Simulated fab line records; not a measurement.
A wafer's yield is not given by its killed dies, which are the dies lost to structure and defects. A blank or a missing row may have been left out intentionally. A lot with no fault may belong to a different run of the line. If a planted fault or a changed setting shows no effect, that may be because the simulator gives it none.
Matching of chambers	flow gf180mcu	GF_V1_CVD_00 on hdpcvd-02: 3 sister chambers
The step deposits SiO2, target thk 600 nm, time 100 s. 6 wafers are shown with their chamber, then 8 later ones without.

## WAFERS PAIRED WITH THEIR CHAMBERS
wafer	chamber	run length s (s)	sih4 flow sccm (sccm)
L316.2	2	127.2	60.08
L316.3	0	128.6	59.83
L316.6	0	128.1	59.86
L318.4	1	127.3	60.05
L318.5	2	127.7	59.73
L329.2	1	128.1	60.08

## WAFERS WHOSE CHAMBER IS MISSING
wafer	run length s (s)	sih4 flow sccm (sccm)
L329.3	127.8	59.94
L329.4	127.2	60.11
L331.1	127.7	59.99
L331.2	127.3	60.07
L331.4	127.3	59.51
L332.1	127.7	59.49
L332.2	127.5	60.04
L332.3	127.2	59.77

## CHAMBER TAKEN BY EACH
wafer	from the rows above	in truth
L329.3	can't be placed: 2 or 1 or 0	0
L329.4	can't be placed: 1 or 2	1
L331.1	can't be placed: 1 or 2 or 0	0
L331.2	can't be placed: 1 or 2 or 0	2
L331.4	can't be placed: 2 or 0 or 1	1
L332.1	can't be placed: 0 or 2 or 1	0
L332.2	can't be placed: 1 or 2 or 0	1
L332.3	can't be placed: 2 or 1 or 0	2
0 of 8 placed correctly. These rows do not allow placing 8 (true chamber among the candidates in 8). Placed wrongly: 0.
How it was worked out, from the rows above alone: a wafer's distance from a chamber is the root of the sum, over the readings, of the square of ((its reading less the chamber's mean) divided by the reading's scatter). If the next closest chamber is less than 2 further off than the closest, the wafer can't be placed; otherwise it belongs to the closest. For every chamber, the mean is computed from those of its wafers that are shown. The scatter is the square root of a quotient: the sum, over the shown wafers, of each reading's squared deviation from its chamber's mean, divided by wafers minus chambers.
